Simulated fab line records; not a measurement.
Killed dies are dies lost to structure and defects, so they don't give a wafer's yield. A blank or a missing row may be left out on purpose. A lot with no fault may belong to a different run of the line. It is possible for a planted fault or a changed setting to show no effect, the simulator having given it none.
fab line records	flow gf180mcu	part 1 of 2: steps 1 to 25 of 35
[record] lots = 5	wafers = 15	last_day = 33
route steps=602 shown POLY_GATE@163 HV_LDD@176
lots that met no fault: from a run of the same line without faults
start_h: hours from the record's opening day to when the first of the lot's shown wafers began	wait_h: hours since the lot's step before	" the same as in the row above	L1.1+2: several wafers, shown together as one row	- no value present, or no start provided	* or withheld: withheld	< > ~ a bound
route shown NAME@n: NAME is a module with steps in the file, n the number in the route of the first one	usual: mean/standard deviation of fault-free wafers	same: alike in all rows	chamber/n: place in a boat	sites: each site's reading	_std_site: their standard deviation	_edge_site: outer sites' mean less inner sites'	radius_mm: how far each site lies from the wafer's centre	mask NAME#n: copy n	behind: the tool/chamber that last shaped the wafer	hold: what put the lot on hold/how long, in hours/how the hold closed	device: transistor that didn't switch, given as n, p or np	end of line: tests of these same wafers at the route's end	step lacking rows: just its recipe	killed: the dies lost at the first sort to structure and to defects; this is not the yield of the wafer	map: shows each die of a wafer: x if killed, . if not, _ if none is there
set.NAME: the setting as run; set.NAME@STEP: as run at that earlier step	model.NAME: the simulator's own value behind a step, which no gauge read
lots at some steps of the route; a table a step, a row a wafer
services: the hour from which a tool's chamber was out of use, counted from the record's first day as start_h (under 0 if before that day), plus the number of hours and why
[[steps]]
[step GF_POLY_GATE_SOFTBAKE_06]
[recipe] temp_c = 130	time_s = 60	resist = KrF
[usual] chill_plate_temp_C = 22.98/0.12
[same] time_s = 60
lot.wafer	tool	chamber	start_h	wait_h	chill_plate_temp_C
L079.2	litho_track-01	0	-	-	23.03
L079.4	"	0	"	"	23.01
L079.5	"	0	"	"	23.10
L082.1	litho_track-03	0	-	-	23.00
L082.2	"	0	"	"	23.05
L082.6	"	0	"	"	23.06
L086.1	litho_track-03	0	-	-	22.98
L086.2	"	0	"	"	22.96
L086.5	"	0	"	"	23.07
L088.1	litho_track-01	0	-	-	23.05
L088.2	"	0	"	"	23.17
L088.3	"	0	"	"	22.84
L094.1	litho_track-01	0	-	-	22.92
L094.5	"	0	"	"	22.82
L094.6	"	0	"	"	22.87
[step GF_POLY_GATE_EXPOSE_07]
[recipe] mask_id = Poly2	target_cd_nm = 280	na = 0.68	source_shape = conventional	sigma_outer = 0.6	dose_mj = 28
[same] na = 0.68
lot.wafer	tool	chamber	start_h	wait_h	mask
L079.2+4+5	krf_scanner-01	0	-	-	Poly2#0
L082.1+2+6	krf_scanner-02	0	-	-	Poly2#0
L086.1+2+5	krf_scanner-02	0	-	-	Poly2#0
L088.1+2+3	krf_scanner-01	0	-	-	Poly2#0
L094.1+5+6	krf_scanner-02	0	-	-	Poly2#0
[step GF_POLY_GATE_PEB_08]
[recipe] peb_temp_c = 135	peb_time_s = 90	resist = KrF
[usual] chill_plate_temp_C = 23.01/0.11
lot.wafer	tool	chamber	start_h	wait_h	chill_plate_temp_C
L079.2	litho_track-02	0	-	-	23.08
L079.4	"	0	"	"	23.03
L079.5	"	0	"	"	22.92
L082.1	litho_track-03	0	-	-	23.04
L082.2	"	0	"	"	23.09
L082.6	"	0	"	"	23.21
L086.1	litho_track-02	0	-	-	23.08
L086.2	"	0	"	"	23.02
L086.5	"	0	"	"	23.01
L088.1	litho_track-01	0	-	-	22.74
L088.2	"	0	"	"	23.00
L088.3	"	0	"	"	22.99
L094.1	litho_track-01	0	-	-	22.99
L094.5	"	0	"	"	22.97
L094.6	"	0	"	"	22.98
[step GF_POLY_GATE_DEVELOP_09]
[recipe] develop_time_s = 60	resist = KrF	dev_temp_c = 21
[usual] chill_plate_temp_C = 23.00/0.11
lot.wafer	tool	chamber	start_h	wait_h	chill_plate_temp_C
L079.2	litho_track-02	0	232.85	0.2	22.97
L079.4	"	0	"	"	22.98
L079.5	"	0	"	"	23.08
L082.1	litho_track-03	0	252.82	0.2	23.04
L082.2	"	0	"	"	22.91
L082.6	"	0	"	"	23.04
L086.1	litho_track-02	0	285.67	0.2	22.95
L086.2	"	0	"	"	22.88
L086.5	"	0	"	"	23.03
L088.1	litho_track-01	0	297.31	0.2	22.98
L088.2	"	0	"	"	22.85
L088.3	"	0	"	"	23.05
L094.1	litho_track-01	0	342.11	0.2	22.98
L094.5	"	0	"	"	22.87
L094.6	"	0	"	"	22.82
[step GF_POLY_GATE_CD_MEAS_10]
[recipe] target_cd_nm = 280
[usual] cd_nm = 280.0/1.3
lot.wafer	tool	chamber	start_h	wait_h	cd_nm
L079.2	cd_sem-01	-	232.99	0.1	279.0
L079.4	"	-	"	"	278.7
L079.5	"	-	"	"	278.6
L082.1	cd_sem-01	-	252.97	0.1	281.0
L082.2	"	-	"	"	281.3
L082.6	"	-	"	"	279.1
L086.1	cd_sem-01	-	285.82	0.1	280.6
L086.2	"	-	"	"	279.9
L086.5	"	-	"	"	280.9
L088.1	cd_sem-01	-	297.54	0.2	281.6
L088.2	"	-	"	"	281.1
L088.3	"	-	"	"	281.0
L094.1	cd_sem-01	-	342.26	0.1	280.7
L094.5	"	-	"	"	281.0
L094.6	"	-	"	"	279.8
[step GF_POLY_GATE_OVL_MEAS_11]
[usual] POLY_GATE_OVL = -2/5.3
lot.wafer	tool	chamber	start_h	wait_h	POLY_GATE_OVL[nm]
L079.2	overlay-02	-	233.10	0.1	-7
L079.4	"	-	"	"	-5
L079.5	"	-	"	"	0
L082.1	overlay-01	-	253.09	0.1	-6
L082.2	"	-	"	"	-4
L082.6	"	-	"	"	-3
L086.1	overlay-02	-	285.94	0.1	3
L086.2	"	-	"	"	-5
L086.5	"	-	"	"	10
L088.1	overlay-01	-	297.66	0.1	-4
L088.2	"	-	"	"	-3
L088.3	"	-	"	"	4
L094.1	overlay-01	-	342.38	0.1	-6
L094.5	"	-	"	"	-7
L094.6	"	-	"	"	-8
[step GF_POLY_GATE_ETCH_12]
[recipe] chemistry = N2/H2	target_depth_a = withheld	overetch_a = withheld	time_s = withheld	target = BARC	ion_energy_ev = 200	source_w = 500	bias_w = 100	pressure_mtorr = 30	n2_flow_sccm = 100	h2_flow_sccm = 200
[usual] drypump_motor_current_A = 5.7/0.48	oes_product_au = 0.736/0.0052	throttle_valve_pct = 13.215/0.0094
lot.wafer	tool	chamber	start_h	wait_h	drypump_motor_current_A	oes_product_au	throttle_valve_pct
L079.2	rie_diel-03	0	233.13	0.0	5.8	0.737	13.215
L079.4	"	2	"	"	5.6	0.729	13.219
L079.5	"	0	"	"	5.8	0.741	13.216
L082.1	rie_diel-03	0	253.13	0.0	5.8	0.732	13.212
L082.2	"	3	"	"	6.2	0.731	13.212
L082.6	"	1	"	"	5.0	0.740	13.233
L086.1	rie_diel-01	3	285.98	0.0	5.7	0.731	13.211
L086.2	"	2	"	"	6.0	0.740	13.225
L086.5	"	3	"	"	5.7	0.734	13.208
L088.1	rie_diel-01	1	297.70	0.0	5.0	0.736	13.226
L088.2	"	0	"	"	5.6	0.740	13.205
L088.3	"	3	"	"	5.7	0.732	13.215
L094.1	rie_diel-04	1	342.42	0.0	5.4	0.727	13.227
L094.5	"	3	"	"	5.8	0.729	13.216
L094.6	"	2	"	"	6.6	0.735	13.208
[step GF_POLY_GATE_ETCH_13]
[recipe] target = poly-Si	target_depth_nm = 198.5	stop_on = SiO2	over_etch_frac = 0.403	chemistry = HBr/Cl2	icp_w = 400	bias_w = 100	pressure_mtorr = 10	HBr_flow_sccm = 150	Cl2_flow_sccm = 50	time_s = 69.6
[usual] drypump_motor_current_A = 5.7/0.36	oes_product_au = 0.991/0.0071	throttle_valve_pct = 33.684/0.01
[same] time_s = 69.6
lot.wafer	tool	chamber	start_h	wait_h	drypump_motor_current_A	oes_product_au	rf_hours_counter_h	throttle_valve_pct
L079.2	rie_si-02	3	233.18	-	5.4	0.987	36	33.672
L079.4	"	1	"	"	6.2	0.999	116	33.699
L079.5	"	1	"	"	6.2	0.988	-	33.674
L082.1	rie_si-01	0	253.18	-	5.6	0.994	21	33.688
L082.2	"	2	"	"	6.1	0.990	4	33.686
L082.6	"	1	"	"	5.1	0.988	-	33.680
L086.1	rie_si-01	0	286.03	-	5.6	0.990	21	33.681
L086.2	"	2	"	"	6.1	0.983	5	33.696
L086.5	"	2	"	"	6.1	0.988	-	33.668
L088.1	rie_si-01	2	297.75	-	6.1	0.985	5	33.688
L088.2	"	3	"	"	5.9	0.988	73	33.691
L088.3	"	1	"	"	5.2	0.990	75	33.683
L094.1	rie_si-02	1	342.47	-	6.1	0.986	1	33.681
L094.5	"	2	"	"	6.1	0.999	-	33.692
L094.6	"	1	"	"	6.1	1.005	-	33.678
[step GF_POLY_GATE_STRIP_14]
[recipe] chemistry = O2/N2	power_w = 1400	pressure_mtorr = 1500	platen_temp_c = 250	o2_flow_sccm = 3000	n2_flow_sccm = 300	overash_fraction = 0.5
[usual] drypump_motor_current_A = 5.61/0.29	heater_power_w = 325/26	oes_product_au = 0.504/0.0042	platen_temp_c = 249.99/0.17
lot.wafer	tool	chamber	start_h	wait_h	drypump_motor_current_A	heater_power_w	oes_product_au	platen_temp_c	rf_hours_counter_h
L079.2	plasma_asher-03	1	233.24	0.0	5.96	384	0.505	249.99	58
L079.4	"	1	"	"	5.97	386	0.507	249.75	-
L079.5	"	1	"	"	5.96	387	0.497	250.11	-
L082.1	plasma_asher-01	1	253.25	0.0	5.61	302	0.508	250.18	57
L082.2	"	0	"	"	6.02	323	0.502	249.82	57
L082.6	"	1	"	"	5.62	302	0.508	250.10	-
L086.1	plasma_asher-01	0	286.08	0.0	6.02	319	0.500	250.03	60
L086.2	"	1	"	"	5.61	303	0.506	249.96	60
L086.5	"	0	"	"	6.06	311	0.496	250.09	-
L088.1	plasma_asher-04	0	297.80	0.0	5.35	304	0.500	249.89	53
L088.2	"	1	"	"	5.23	321	0.503	249.87	53
L088.3	"	0	"	"	5.37	307	0.502	249.80	-
L094.1	plasma_asher-01	1	342.52	0.0	5.59	304	0.507	250.12	66
L094.5	"	0	"	"	5.99	315	0.506	249.94	-
L094.6	"	1	"	"	5.59	294	0.502	249.91	-
[step GF_POLY_GATE_CLEAN_15]
[recipe] chemistry = SC1/SC2	mix = 1:4:20	temp_c = 70	time_s = 150	dry = n2_spin
[same] time_s = 150
lot.wafer	tool	chamber	start_h	wait_h
L079.2+4+5	wet_bench-02	1	233.34	0.1
L082.1+2+6	wet_bench-01	1	253.35	0.1
L086.1+2+5	wet_bench-01	3	286.18	0.1
L088.1+2+3	wet_bench-01	3	297.90	0.1
L094.1+5+6	wet_bench-02	2	342.62	0.1
[step GF_POLY_GATE_OXIDATION_16]
[recipe] temp_c = 850	ambient = O2	stabilise_s = 600	purge_s = 300	target_thk_a = 40	ox_time_s = 899
[usual] spike_tc_lower_C = 850.0/1	zone_power_lower_pct = 16.7/1.4	zone_power_top_pct = 29.8/0.43
lot.wafer	tool	chamber	start_h	wait_h	spike_tc_lower_C	zone_power_lower_pct	zone_power_top_pct
L079.2	furnace-02	0	233.39	0.0	847.7	15.1	29.1
L079.4	"	0	"	"	850.2	15.0	29.3
L079.5	"	0	"	"	849.7	14.8	29.8
L082.1	furnace-01	0	256.40	3.0	849.4	17.8	30.0
L082.2	"	0	"	"	849.6	17.9	30.1
L082.6	"	0	"	"	850.0	17.8	30.3
L086.1	furnace-02	0	286.87	0.6	846.9	14.8	29.6
L086.2	"	0	"	"	851.8	14.8	29.4
L086.5	"	0	"	"	851.6	15.0	29.2
L088.1	furnace-01	0	298.41	0.5	850.0	17.9	30.0
L088.2	"	0	"	"	850.8	17.5	30.3
L088.3	"	0	"	"	850.1	17.6	29.9
L094.1	furnace-01	0	342.67	0.0	849.6	17.7	30.1
L094.5	"	0	"	"	849.9	17.7	29.9
L094.6	"	0	"	"	850.1	17.8	30.0
[step GF_POLY_GATE_THK_MEAS_17]
[recipe] reads = SiO2_of_POLY_GATE_OXIDATION_16
[usual] POLY_GATE_OXIDATION_THK = 3.99/0.093
lot.wafer	tool	chamber	start_h	wait_h	POLY_GATE_OXIDATION_THK[nm]
L079.2	film_metro-02	-	234.65	0.0	4.04
L079.4	"	-	"	"	4.06
L079.5	"	-	"	"	4.10
L082.1	film_metro-02	-	257.65	0.0	4.09
L082.2	"	-	"	"	4.05
L082.6	"	-	"	"	4.11
L086.1	film_metro-03	-	288.12	0.0	4.09
L086.2	"	-	"	"	4.11
L086.5	"	-	"	"	4.02
L088.1	film_metro-02	-	299.66	0.0	4.03
L088.2	"	-	"	"	4.00
L088.3	"	-	"	"	3.95
L094.1	film_metro-04	-	343.92	0.0	4.08
L094.5	"	-	"	"	4.10
L094.6	"	-	"	"	4.00
[step GF_POLY_GATE_CD_MEAS_18]
[usual] cd_nm = 280.0/1.5
lot.wafer	tool	chamber	start_h	wait_h	cd_nm
L079.2	cd_sem-02	-	234.72	0.1	278.7
L079.4	"	-	"	"	278.3
L079.5	"	-	"	"	277.6
L082.1	cd_sem-01	-	257.71	0.1	278.1
L082.2	"	-	"	"	282.0
L082.6	"	-	"	"	278.2
L086.1	cd_sem-01	-	288.18	0.1	280.2
L086.2	"	-	"	"	279.9
L086.5	"	-	"	"	280.0
L088.1	cd_sem-01	-	299.72	0.1	280.5
L088.2	"	-	"	"	280.9
L088.3	"	-	"	"	280.5
L094.1	cd_sem-02	-	343.98	0.1	281.0
L094.5	"	-	"	"	280.0
L094.6	"	-	"	"	279.6
[step GF_HV_LDD_DEHYDRATE_00]
[recipe] temp_c = 200	time_s = 60
[usual] chill_plate_temp_C = 22.98/0.11
[same] time_s = 60
lot.wafer	tool	chamber	start_h	wait_h	chill_plate_temp_C
L079.2	litho_track-03	0	243.40	8.6	22.80
L079.4	"	0	"	"	23.08
L079.5	"	0	"	"	23.00
L082.1	litho_track-03	0	266.62	8.9	22.70
L082.2	"	0	"	"	23.06
L082.6	"	0	"	"	22.96
L086.1	litho_track-01	0	297.46	9.3	22.98
L086.2	"	0	"	"	23.08
L086.5	"	0	"	"	23.09
L088.1	litho_track-03	0	309.77	10.0	23.10
L088.2	"	0	"	"	22.97
L088.3	"	0	"	"	23.12
L094.1	litho_track-01	0	354.41	10.4	23.13
L094.5	"	0	"	"	22.99
L094.6	"	0	"	"	23.05
[step GF_HV_LDD_HMDS_01]
[recipe] prime_time_s = 60	prime_temp_c = 120
[usual] chill_plate_temp_C = 22.99/0.092
lot.wafer	tool	chamber	start_h	wait_h	chill_plate_temp_C
L079.2	litho_track-03	0	243.55	0.1	23.01
L079.4	"	0	"	"	23.08
L079.5	"	0	"	"	22.95
L082.1	litho_track-03	0	266.77	0.1	22.84
L082.2	"	0	"	"	23.04
L082.6	"	0	"	"	22.90
L086.1	litho_track-01	0	297.61	0.1	22.90
L086.2	"	0	"	"	22.90
L086.5	"	0	"	"	23.06
L088.1	litho_track-03	0	309.92	0.1	22.97
L088.2	"	0	"	"	23.11
L088.3	"	0	"	"	22.95
L094.1	litho_track-01	0	354.56	0.1	22.98
L094.5	"	0	"	"	23.13
L094.6	"	0	"	"	23.04
[step GF_HV_LDD_COAT_02]
[recipe] resist = NOVOLAK	spin_rpm = 3000	resist_thk_nm = 1000
[usual] chill_plate_temp_C = 23.00/0.11
lot.wafer	tool	chamber	start_h	wait_h	chill_plate_temp_C
L079.2	litho_track-03	0	243.70	0.1	22.95
L079.4	"	0	"	"	23.04
L079.5	"	0	"	"	23.01
L082.1	litho_track-03	0	266.92	0.1	22.76
L082.2	"	0	"	"	22.83
L082.6	"	0	"	"	22.81
L086.1	litho_track-01	0	297.76	0.1	23.03
L086.2	"	0	"	"	23.12
L086.5	"	0	"	"	22.93
L088.1	litho_track-03	0	310.07	0.1	23.17
L088.2	"	0	"	"	22.91
L088.3	"	0	"	"	23.08
L094.1	litho_track-01	0	354.71	0.1	22.93
L094.5	"	0	"	"	23.00
L094.6	"	0	"	"	23.12
[step GF_HV_LDD_SOFTBAKE_03]
[recipe] temp_c = 90	time_s = 60	resist = NOVOLAK
[usual] chill_plate_temp_C = 23.00/0.12
[same] time_s = 60
lot.wafer	tool	chamber	start_h	wait_h	chill_plate_temp_C
L079.2	litho_track-03	0	243.85	0.1	22.97
L079.4	"	0	"	"	23.10
L079.5	"	0	"	"	23.03
L082.1	litho_track-03	0	267.07	0.1	23.11
L082.2	"	0	"	"	23.16
L082.6	"	0	"	"	23.21
L086.1	litho_track-01	0	297.91	0.1	22.93
L086.2	"	0	"	"	23.02
L086.5	"	0	"	"	22.99
L088.1	litho_track-03	0	310.22	0.1	23.21
L088.2	"	0	"	"	23.09
L088.3	"	0	"	"	23.16
L094.1	litho_track-01	0	354.86	0.1	23.44
L094.5	"	0	"	"	23.21
L094.6	"	0	"	"	23.17
[step GF_HV_LDD_EXPOSE_04]
[recipe] mask_id = Nplus_LV_AREA	target_cd_nm = 400	na = 0.6	source_shape = conventional	sigma_outer = 0.6	dose_mj = 140
[same] na = 0.6
lot.wafer	tool	chamber	start_h	wait_h	mask
L079.2+4+5	iline_stepper-01	0	-	-	Nplus_LV_AREA#0
L082.1+2+6	iline_stepper-01	0	-	-	Nplus_LV_AREA#0
L086.1+2+5	iline_stepper-02	0	-	-	Nplus_LV_AREA#0
L088.1+2+3	iline_stepper-02	0	-	-	Nplus_LV_AREA#0
L094.1+5+6	iline_stepper-01	0	-	-	Nplus_LV_AREA#0
[step GF_HV_LDD_PEB_05]
[recipe] temp_c = withheld	time_s = *	resist = NOVOLAK
[usual] chill_plate_temp_C = *
[same] time_s = *
lot.wafer	tool	chamber	start_h	wait_h	chill_plate_temp_C
L079.2	litho_track-01	0	-	-	*
L079.4	"	0	"	"	*
L079.5	"	0	"	"	*
L082.1	litho_track-03	0	-	-	*
L082.2	"	0	"	"	*
L082.6	"	0	"	"	*
L086.1	litho_track-03	0	-	-	*
L086.2	"	0	"	"	*
L086.5	"	0	"	"	*
L088.1	litho_track-03	0	-	-	*
L088.2	"	0	"	"	*
L088.3	"	0	"	"	*
L094.1	litho_track-03	0	-	-	*
L094.5	"	0	"	"	*
L094.6	"	0	"	"	*
[step GF_HV_LDD_DEVELOP_06]
[recipe] develop_time_s = 60	dev_temp_c = 23
[usual] chill_plate_temp_C = 22.98/0.1
lot.wafer	tool	chamber	start_h	wait_h	chill_plate_temp_C
L079.2	litho_track-01	0	252.94	0.1	22.94
L079.4	"	0	"	"	22.87
L079.5	"	0	"	"	22.88
L082.1	litho_track-03	0	276.77	0.1	22.74
L082.2	"	0	"	"	22.96
L082.6	"	0	"	"	22.64
L086.1	litho_track-03	0	307.67	0.1	22.86
L086.2	"	0	"	"	22.89
L086.5	"	0	"	"	23.02
L088.1	litho_track-03	0	320.32	0.1	23.01
L088.2	"	0	"	"	22.92
L088.3	"	0	"	"	22.98
L094.1	litho_track-03	0	365.47	0.1	22.99
L094.5	"	0	"	"	23.08
L094.6	"	0	"	"	23.07
[step GF_HV_LDD_CD_MEAS_07]
[recipe] target_cd_nm = 400
[usual] cd_nm = 400.7/2.4
lot.wafer	tool	chamber	start_h	wait_h	cd_nm
L079.2	cd_sem-02	-	253.08	0.1	401.4
L079.4	"	-	"	"	402.9
L079.5	"	-	"	"	402.8
L082.1	cd_sem-02	-	276.98	0.2	401.7
L082.2	"	-	"	"	401.9
L082.6	"	-	"	"	403.4
L086.1	cd_sem-01	-	307.82	0.1	401.5
L086.2	"	-	"	"	402.9
L086.5	"	-	"	"	400.2
L088.1	cd_sem-02	-	320.47	0.1	402.7
L088.2	"	-	"	"	403.6
L088.3	"	-	"	"	403.5
L094.1	cd_sem-01	-	365.62	0.1	402.5
L094.5	"	-	"	"	401.7
L094.6	"	-	"	"	400.7
[step GF_HV_LDD_OVL_MEAS_08]
[usual] HV_LDD_OVL = -0.6/1.5
lot.wafer	tool	chamber	start_h	wait_h	HV_LDD_OVL[nm]
L079.2	overlay-02	-	253.19	0.1	-0.7
L079.4	"	-	"	"	1.3
L079.5	"	-	"	"	1.1
L082.1	overlay-01	-	277.10	0.1	-1.0
L082.2	"	-	"	"	0.6
L082.6	"	-	"	"	-0.4
L086.1	overlay-01	-	307.94	0.1	-0.5
L086.2	"	-	"	"	0.5
L086.5	"	-	"	"	-1.6
L088.1	overlay-01	-	320.59	0.1	-0.2
L088.2	"	-	"	"	-1.4
L088.3	"	-	"	"	-0.7
L094.1	overlay-02	-	365.74	0.1	-0.9
L094.5	"	-	"	"	-0.2
L094.6	"	-	"	"	1.1
[step GF_HV_LDD_IMPLANT_09]
[recipe] species = As	energy_kev = 40	dose_cm2 = 1e+14	tilt_deg = 7
[usual] beam_energy_keV = 40.002/0.012
lot.wafer	tool	chamber	start_h	wait_h	beam_energy_keV
L079.2	implanter-02	0	253.24	0.0	40.004
L079.4	"	0	"	"	39.999
L079.5	"	0	"	"	40.017
L082.1	implanter-03	0	277.14	0.0	39.974
L082.2	"	0	"	"	39.997
L082.6	"	0	"	"	40.003
L086.1	implanter-02	0	307.98	0.0	39.990
L086.2	"	0	"	"	40.016
L086.5	"	0	"	"	40.009
L088.1	implanter-03	0	320.63	0.0	40.012
L088.2	"	0	"	"	40.008
L088.3	"	0	"	"	40.018
L094.1	implanter-01	0	365.78	0.0	40.007
L094.5	"	0	"	"	40.012
L094.6	"	0	"	"	40.001
[step GF_HV_LDD_STRIP_10]
[recipe] chemistry = O2/N2	power_w = 1400	pressure_mtorr = 1500	platen_temp_c = 250	o2_flow_sccm = 3000	n2_flow_sccm = 300	overash_fraction = 0.5
[usual] drypump_motor_current_A = 5.46/0.25	heater_power_w = 321/17	oes_product_au = 0.716/0.0044	platen_temp_c = 249.99/0.17	strip_time_to_endpoint_s = 12.62/0.03
lot.wafer	tool	chamber	start_h	wait_h	drypump_motor_current_A	heater_power_w	oes_product_au	platen_temp_c	rf_hours_counter_h	strip_time_to_endpoint_s
L079.2	plasma_asher-02	1	253.37	0.1	5.26	347	0.712	250.15	15	12.64
L079.4	"	1	"	"	5.23	349	0.720	250.13	-	12.58
L079.5	"	0	"	"	5.62	304	0.714	250.01	-	12.60
L082.1	plasma_asher-04	1	277.29	0.1	5.22	326	0.712	249.60	51	12.59
L082.2	"	0	"	"	5.32	308	0.709	249.92	51	12.61
L082.6	"	1	"	"	5.22	328	0.713	249.93	-	12.63
L086.1	plasma_asher-02	1	308.13	0.1	5.27	356	0.717	249.75	20	12.62
L086.2	"	0	"	"	5.64	312	0.712	250.25	20	12.63
L086.5	"	1	"	"	5.25	346	0.718	250.13	-	12.63
L088.1	plasma_asher-01	1	320.78	0.1	5.60	309	0.707	249.87	64	12.62
L088.2	"	0	"	"	6.01	331	0.721	250.02	64	12.64
L088.3	"	0	"	"	5.99	312	0.714	250.10	-	12.64
L094.1	plasma_asher-04	1	365.93	0.1	5.24	321	0.713	249.97	60	12.65
L094.5	"	1	"	"	5.23	322	0.708	249.90	-	12.64
L094.6	"	0	"	"	5.35	309	0.720	249.93	-	12.62
[step GF_HV_LDD_TW_MEAS_11]
[usual] HV_LDD_TW = 2408/21
lot.wafer	tool	chamber	start_h	wait_h	HV_LDD_TW
L079.2	film_metro-03	-	253.48	0.1	2434
L079.4	"	-	"	"	2423
L079.5	"	-	"	"	2435
L082.1	film_metro-03	-	277.39	0.1	2411
L082.2	"	-	"	"	2404
L082.6	"	-	"	"	2417
L086.1	film_metro-03	-	308.23	0.1	2422
L086.2	"	-	"	"	2438
L086.5	"	-	"	"	2435
L088.1	film_metro-04	-	320.88	0.1	2388
L088.2	"	-	"	"	2393
L088.3	"	-	"	"	2395
L094.1	film_metro-04	-	366.03	0.1	2392
L094.5	"	-	"	"	2395
L094.6	"	-	"	"	2394
